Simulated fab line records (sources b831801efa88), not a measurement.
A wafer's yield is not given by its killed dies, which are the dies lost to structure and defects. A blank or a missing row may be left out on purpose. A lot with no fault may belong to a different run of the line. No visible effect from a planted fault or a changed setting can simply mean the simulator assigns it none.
fab line records | flow gf180mcu
[record] lots = 15 | wafers = 42 | last_day = 34
route steps=602 shown STI@23 NWELL@49 LVPWELL@63 SALICIDE@282
lots with no fault: from the same line, run without faults
start_h: hours from the record's opening day to when the first of the lot's shown wafers began | wait_h: how many hours have passed since the lot's step before this one | " unchanged from the row above | L1.1+2: a single row standing in for several wafers | - no value, or no start given | * or withheld: withheld | < > ~ a bound
route shown NAME@n: a module of which the file shows steps, and the number in the route of the first | usual: average and standard deviation across the fault-free wafers | same: alike in all rows | chamber/n: place in a boat | sites: each site's reading | _std_site: how widely they spread, as a standard deviation | _edge_site: outer sites' mean less inner sites' | radius_mm: how far each site lies from the wafer's centre | mask NAME#n: copy n | behind: the most recent tool/chamber to have shaped the wafer | hold: why the lot was held/for how many hours/how that ended | device: transistor that didn't switch, given as n, p or np | end of line: tests of these same wafers at the route's end | where a step has no rows: the recipe by itself | killed: not the wafer's yield, but the dies lost to structure and defects at the first sort | map: the dies of a wafer, with x for killed, . for not killed, _ for no die there
set.NAME: the setting that was run; set.NAME@STEP: the one run at that earlier step | model.NAME: the simulator's own value behind a step, which no gauge read
one table for each step of the route and one row for each wafer, over a sample of lots
services: a tool's chamber out of use, with start hour (start_h, from the record's first day; less than 0 if before it), hours out, and reason
[[steps]]
[step GF_STI_THK_MEAS_22]
[recipe] reads = SiO2_of_STI_OXIDATION_21
[usual] STI_OXIDATION_01_THK = 15.02/0.27
lot.wafer | tool          | chamber | start_h | wait_h | STI_OXIDATION_01_THK[nm]
L396.1    | film_metro-04 | -       | 27.40   | 0.0    | 15.56
L396.4    | "             | -       | "       | "      | 15.24
L396.6    | "             | -       | "       | "      | 15.59
L397.3    | film_metro-04 | -       | 33.38   | 0.0    | 14.81
L397.4    | "             | -       | "       | "      | 14.58
L397.6    | "             | -       | "       | "      | 14.94
L398.1    | film_metro-02 | -       | 38.71   | 0.0    | 14.88
L398.4    | "             | -       | "       | "      | 14.75
L398.6    | "             | -       | "       | "      | 14.97
L399.1    | film_metro-02 | -       | 42.70   | 0.0    | 15.18
L399.2    | "             | -       | "       | "      | 15.27
L399.6    | "             | -       | "       | "      | 15.18
L400.2    | film_metro-04 | -       | 48.57   | 0.0    | 15.17
L400.3    | "             | -       | "       | "      | 15.04
L400.6    | "             | -       | "       | "      | 15.12
L401.3    | film_metro-01 | -       | 54.95   | 0.0    | 15.20
L401.5    | "             | -       | "       | "      | 15.35
L401.6    | "             | -       | "       | "      | 15.37
L406.1    | film_metro-01 | -       | 79.53   | 0.0    | 14.52
L406.3    | "             | -       | "       | "      | 14.57
L407.1    | film_metro-01 | -       | 83.45   | 0.0    | 15.10
L407.5    | "             | -       | "       | "      | 15.05
L408.1    | film_metro-02 | -       | 89.11   | 0.0    | 14.98
L408.3    | "             | -       | "       | "      | 14.92
L411.3    | film_metro-01 | -       | 108.44  | 0.0    | 15.00
L411.4    | "             | -       | "       | "      | 14.58
L411.5    | "             | -       | "       | "      | 14.71
L413.1    | film_metro-01 | -       | 113.98  | 0.0    | 15.33
L413.2    | "             | -       | "       | "      | 15.27
L413.4    | "             | -       | "       | "      | 15.24
L414.2    | film_metro-02 | -       | 122.37  | 0.0    | 15.22
L414.5    | "             | -       | "       | "      | 15.07
L414.6    | "             | -       | "       | "      | 14.79
L415.3    | film_metro-01 | -       | 127.78  | 0.0    | 15.21
L415.4    | "             | -       | "       | "      | 14.87
L415.6    | "             | -       | "       | "      | 14.92
L418.1    | film_metro-04 | -       | 141.43  | 0.0    | 15.08
L418.2    | "             | -       | "       | "      | 15.41
L418.5    | "             | -       | "       | "      | 15.26
L419.2    | film_metro-04 | -       | 145.68  | 0.0    | 14.65
L419.3    | "             | -       | "       | "      | 14.67
L419.4    | "             | -       | "       | "      | 14.77
[step GF_NWELL_OVL_MEAS_07]
[usual] NWELL_OVL = -0.8/1.3
lot.wafer | tool       | chamber | start_h | wait_h | NWELL_OVL[nm]
L396.1    | overlay-01 | -       | 54.99   | -      | -1.8
L396.4    | "          | -       | "       | "      | -0.5
L396.6    | "          | -       | "       | "      | -1.5
L397.3    | overlay-01 | -       | 60.37   | -      | -2.7
L397.4    | "          | -       | "       | "      | -1.9
L397.6    | "          | -       | "       | "      | -2.3
L398.1    | overlay-01 | -       | 66.86   | -      | -0.2
L398.4    | "          | -       | "       | "      | -1.7
L398.6    | "          | -       | "       | "      | -1.4
L399.1    | overlay-02 | -       | 71.50   | -      | -0.7
L399.2    | "          | -       | "       | "      | -1.8
L399.6    | "          | -       | "       | "      | -1.0
L400.2    | overlay-01 | -       | 77.76   | -      | 1.0
L400.3    | "          | -       | "       | "      | -0.6
L400.6    | "          | -       | "       | "      | 0.4
L401.3    | overlay-02 | -       | 85.45   | -      | -1.7
L401.5    | "          | -       | "       | "      | -2.4
L401.6    | "          | -       | "       | "      | -0.9
L406.1    | overlay-01 | -       | 111.41  | -      | -2.0
L406.3    | "          | -       | "       | "      | -0.6
L407.1    | overlay-02 | -       | 115.24  | -      | 0.1
L407.5    | "          | -       | "       | "      | 0.6
L408.1    | overlay-02 | -       | 121.16  | -      | 0.0
L408.3    | "          | -       | "       | "      | 0.6
L411.3    | overlay-02 | -       | 141.25  | -      | -2.4
L411.4    | "          | -       | "       | "      | -1.9
L411.5    | "          | -       | "       | "      | -2.8
L413.1    | overlay-01 | -       | 147.35  | -      | -0.7
L413.2    | "          | -       | "       | "      | -1.0
L413.4    | "          | -       | "       | "      | -0.3
L414.2    | overlay-01 | -       | 156.36  | -      | -0.6
L414.5    | "          | -       | "       | "      | -1.3
L414.6    | "          | -       | "       | "      | -1.2
L415.3    | overlay-02 | -       | 161.37  | -      | 0.1
L415.4    | "          | -       | "       | "      | -1.1
L415.6    | "          | -       | "       | "      | -1.0
L418.1    | overlay-02 | -       | 175.84  | -      | -0.2
L418.2    | "          | -       | "       | "      | 0.5
L418.5    | "          | -       | "       | "      | -0.4
L419.2    | overlay-02 | -       | 181.01  | -      | -2.1
L419.3    | "          | -       | "       | "      | -0.9
L419.4    | "          | -       | "       | "      | -1.4
[step GF_LVPWELL_IMPLANT_09]
[recipe] species = B | energy_kev = 60 | dose_cm2 = 5e+12 | tilt_deg = 0
[usual] beam_energy_keV = 59.996/0.017 | beam_on_s = 10.00/0.18 | faraday_current_uA = 28.2/0.51
lot.wafer | tool         | chamber | start_h | wait_h | beam_energy_keV | beam_on_s | faraday_current_uA
L396.1    | implanter-04 | 0       | 68.53   | 0.1    | 59.973          | 9.75      | 28.9
L396.4    | "            | 0       | "       | "      | 59.994          | 10.13     | 27.9
L396.6    | "            | 0       | "       | "      | 59.974          | 10.15     | 27.7
L397.3    | implanter-01 | 0       | 73.89   | 0.1    | 59.975          | 9.97      | 28.4
L397.4    | "            | 0       | "       | "      | 60.003          | 9.84      | 28.7
L397.6    | "            | 0       | "       | "      | 60.007          | 10.12     | 27.9
L398.1    | implanter-02 | 0       | 80.52   | 0.1    | 60.006          | 10.19     | 27.6
L398.4    | "            | 0       | "       | "      | 59.996          | 9.91      | 28.5
L398.6    | "            | 0       | "       | "      | 59.983          | 10.15     | 27.8
L399.1    | implanter-02 | 0       | 85.98   | 0.1    | 59.993          | 10.16     | 27.7
L399.2    | "            | 0       | "       | "      | 60.022          | 9.87      | 28.5
L399.6    | "            | 0       | "       | "      | 59.996          | 10.04     | 28.1
L400.2    | implanter-01 | 0       | 92.05   | 0.1    | 60.028          | 9.75      | 28.8
L400.3    | "            | 0       | "       | "      | 60.002          | 10.32     | 27.3
L400.6    | "            | 0       | "       | "      | 59.984          | 9.98      | 28.3
L401.3    | implanter-04 | 0       | 100.37  | 0.1    | 59.984          | 9.72      | 29.1
L401.5    | "            | 0       | "       | "      | 59.999          | 9.93      | 28.5
L401.6    | "            | 0       | "       | "      | 59.986          | 10.38     | 27.1
L406.1    | implanter-01 | 0       | 126.42  | 0.1    | 59.983          | 11.16     | 25.3
L406.3    | "            | 0       | "       | "      | 60.012          | 9.89      | 28.4
L407.1    | implanter-01 | 0       | 130.63  | 0.1    | 60.014          | 11.22     | 25.1
L407.5    | "            | 0       | "       | "      | 60.024          | 9.86      | 28.6
L408.1    | implanter-01 | 0       | 136.89  | 0.1    | 59.987          | 11.48     | 24.6
L408.3    | "            | 0       | "       | "      | 60.006          | 10.11     | 28.1
L411.3    | implanter-04 | 0       | 157.98  | 0.1    | 60.014          | 10.26     | 27.6
L411.4    | "            | 0       | "       | "      | 59.987          | 10.04     | 28.2
L411.5    | "            | 0       | "       | "      | 60.022          | 10.02     | 28.2
L413.1    | implanter-04 | 0       | 163.79  | 0.1    | 60.016          | 10.12     | 27.9
L413.2    | "            | 0       | "       | "      | 60.008          | 10.16     | 27.7
L413.4    | "            | 0       | "       | "      | 60.007          | 10.14     | 27.8
L414.2    | implanter-04 | 0       | 172.20  | 0.1    | 60.012          | 10.05     | 28.0
L414.5    | "            | 0       | "       | "      | 60.021          | 10.40     | 27.0
L414.6    | "            | 0       | "       | "      | 59.995          | 10.11     | 27.9
L415.3    | implanter-04 | 0       | 179.09  | 0.1    | 59.997          | 10.11     | 28.1
L415.4    | "            | 0       | "       | "      | 60.003          | 10.20     | 27.6
L415.6    | "            | 0       | "       | "      | 59.997          | 9.71      | 29.1
L418.1    | implanter-01 | 0       | 192.68  | 0.1    | 60.002          | 9.98      | 28.3
L418.2    | "            | 0       | "       | "      | 60.001          | 9.91      | 28.4
L418.5    | "            | 0       | "       | "      | 60.014          | 10.12     | 27.9
L419.2    | implanter-04 | 0       | 197.76  | 0.1    | 59.998          | 10.21     | 27.6
L419.3    | "            | 0       | "       | "      | 59.956          | 9.86      | 28.7
L419.4    | "            | 0       | "       | "      | 59.988          | 9.95      | 28.3
[step GF_VT_IMPLANT_RS_MEAS_48]
[recipe] thk_meas_gauge = four-point-probe
[usual] LVPWELL_RS = 1196/3
lot.wafer | tool          | chamber | start_h | wait_h | LVPWELL_RS[ohm/sq]
L396.1    | film_metro-03 | -       | 156.74  | 0.1    | 1197
L396.4    | "             | -       | "       | "      | 1197
L396.6    | "             | -       | "       | "      | 1198
L397.3    | film_metro-02 | -       | 164.09  | 0.1    | 1199
L397.4    | "             | -       | "       | "      | 1198
L397.6    | "             | -       | "       | "      | 1195
L398.1    | film_metro-02 | -       | 172.69  | 0.1    | 1192
L398.4    | "             | -       | "       | "      | 1190
L398.6    | "             | -       | "       | "      | 1195
L399.1    | film_metro-02 | -       | 181.78  | 0.1    | 1198
L399.2    | "             | -       | "       | "      | 1197
L399.6    | "             | -       | "       | "      | 1198
L400.2    | film_metro-02 | -       | 185.90  | 0.1    | 1197
L400.3    | "             | -       | "       | "      | 1195
L400.6    | "             | -       | "       | "      | 1196
L401.3    | film_metro-03 | -       | 196.13  | 0.1    | 1198
L401.5    | "             | -       | "       | "      | 1197
L401.6    | "             | -       | "       | "      | 1193
L406.1    | film_metro-02 | -       | 226.95  | 0.1    | 1166
L406.3    | "             | -       | "       | "      | 1192
L407.1    | film_metro-04 | -       | 230.49  | 0.1    | 1169
L407.5    | "             | -       | "       | "      | 1200
L408.1    | film_metro-04 | -       | 237.93  | 0.1    | 1169
L408.3    | "             | -       | "       | "      | 1207
L411.3    | film_metro-04 | -       | 262.89  | 0.1    | 1194
L411.4    | "             | -       | "       | "      | 1196
L411.5    | "             | -       | "       | "      | 1195
L413.1    | film_metro-04 | -       | 271.09  | 0.1    | 1204
L413.2    | "             | -       | "       | "      | 1199
L413.4    | "             | -       | "       | "      | 1203
L414.2    | film_metro-04 | -       | 281.49  | 0.1    | 1196
L414.5    | "             | -       | "       | "      | 1195
L414.6    | "             | -       | "       | "      | 1197
L415.3    | film_metro-03 | -       | 288.68  | 0.1    | 1194
L415.4    | "             | -       | "       | "      | 1195
L415.6    | "             | -       | "       | "      | 1194
L418.1    | film_metro-03 | -       | 305.29  | 0.1    | 1196
L418.2    | "             | -       | "       | "      | 1194
L418.5    | "             | -       | "       | "      | 1196
L419.2    | film_metro-03 | -       | 312.51  | 0.1    | 1198
L419.3    | "             | -       | "       | "      | 1196
L419.4    | "             | -       | "       | "      | 1197
[step GF_SALICIDE_RS_MEAS_04]
[recipe] thk_meas_gauge = four-point-probe | reads = TiN_of_SALICIDE_SPUTTER_03+Co_of_SALICIDE_SPUTTER_02
[usual] SALICIDE_TIN_RS = 16.4/0.3
lot.wafer | tool          | chamber | start_h | wait_h | SALICIDE_TIN_RS[ohm/sq]
L396.1    | film_metro-01 | -       | 337.95  | 0.0    | 16.2
L396.4    | "             | -       | "       | "      | 16.2
L396.6    | "             | -       | "       | "      | 16.2
L397.3    | film_metro-01 | -       | 351.26  | 0.1    | 16.7
L397.4    | "             | -       | "       | "      | 16.6
L397.6    | "             | -       | "       | "      | 16.4
L398.1    | film_metro-03 | -       | 362.63  | 0.0    | 16.4
L398.4    | "             | -       | "       | "      | 16.4
L398.6    | "             | -       | "       | "      | 16.4
L399.1    | film_metro-04 | -       | 370.83  | 0.0    | 15.9
L399.2    | "             | -       | "       | "      | 15.9
L399.6    | "             | -       | "       | "      | 15.8
L400.2    | film_metro-04 | -       | 384.80  | 0.0    | 16.8
L400.3    | "             | -       | "       | "      | 16.9
L400.6    | "             | -       | "       | "      | 16.6
L401.3    | film_metro-03 | -       | 389.29  | 0.1    | 16.6
L401.5    | "             | -       | "       | "      | 16.8
L401.6    | "             | -       | "       | "      | 16.5
L406.1    | film_metro-01 | -       | 429.00  | 0.0    | 16.5
L406.3    | "             | -       | "       | "      | 16.3
L407.1    | film_metro-04 | -       | 433.90  | 0.0    | 16.4
L407.5    | "             | -       | "       | "      | 16.4
L408.1    | film_metro-03 | -       | 443.95  | 0.0    | 16.7
L408.3    | "             | -       | "       | "      | 16.7
L411.3    | film_metro-04 | -       | 477.88  | 0.1    | 16.6
L411.4    | "             | -       | "       | "      | 16.0
L411.5    | "             | -       | "       | "      | 16.2
L413.1    | film_metro-01 | -       | 487.45  | 0.0    | 16.7
L413.2    | "             | -       | "       | "      | 16.4
L413.4    | "             | -       | "       | "      | 16.6
L414.2    | film_metro-03 | -       | 498.27  | 0.0    | 16.4
L414.5    | "             | -       | "       | "      | 16.1
L414.6    | "             | -       | "       | "      | 16.2
L415.3    | film_metro-03 | -       | 508.33  | 0.1    | 16.0
L415.4    | "             | -       | "       | "      | 16.3
L415.6    | "             | -       | "       | "      | 16.6
L418.1    | film_metro-03 | -       | 530.54  | 0.0    | 16.1
L418.2    | "             | -       | "       | "      | 16.0
L418.5    | "             | -       | "       | "      | 15.8
L419.2    | film_metro-03 | -       | 535.81  | 0.0    | 16.2
L419.3    | "             | -       | "       | "      | 16.6
L419.4    | "             | -       | "       | "      | 16.1
[[services]]
tool         | chamber | start_h | hours | kind
implanter-01 | -       | 46.48   | 1.2   | repair
implanter-02 | -       | 48.62   | 1.6   | repair
implanter-02 | -       | 141.05  | 90.9  | pm
implanter-04 | -       | 150.00  | 1.4   | repair
[[key]]
[first_sign] step = GF_LVPWELL_IMPLANT_09 | reading = beam_on_s | direction = up | sigmas = 7 | usual = 10.00 | struck = 11.29
[effect] step = GF_LVPWELL_IMPLANT_09 | reading = faraday_current_uA | direction = down | sigmas = 6.2 | usual = 28.2 | struck = 25.0
[effect] step = GF_VT_IMPLANT_RS_MEAS_48 | reading = LVPWELL_RS | direction = down | sigmas = 9.3 | usual = 1196 | struck = 1168
met_at GF_LVPWELL_IMPLANT_09
struck_lots L406,L407,L408
struck_wafers L406.1,L407.1,L408.1
sort_left_out L406.1,L408.1
tester_left_out L406,L407,L408
not_acting_at GF_STI_THK_MEAS_22,GF_NWELL_OVL_MEAS_07,GF_SALICIDE_RS_MEAS_04
onset_between 92.05 126.42
[fault] kind = process_parameter_drift | tool = implanter-01 | chamber = - | onset_h = 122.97 | steps = GF_LVPWELL_IMPLANT_09 | channel = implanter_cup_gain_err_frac | offset = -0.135 | shape = step | end_h = 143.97 | scope = struck_wafers_only
// tester_left_out: of these lots the tester's yield and bins aren't shown, on N5 and GAA mostly nor the transistor test; their killed dies are dies lost to structure and defects alone, not to doping, threshold or leakage, so they don't give the yield
// sort_left_out: the simulated sort isn't trusted on such a fault, so these wafers' sort isn't shown, and their yield isn't known
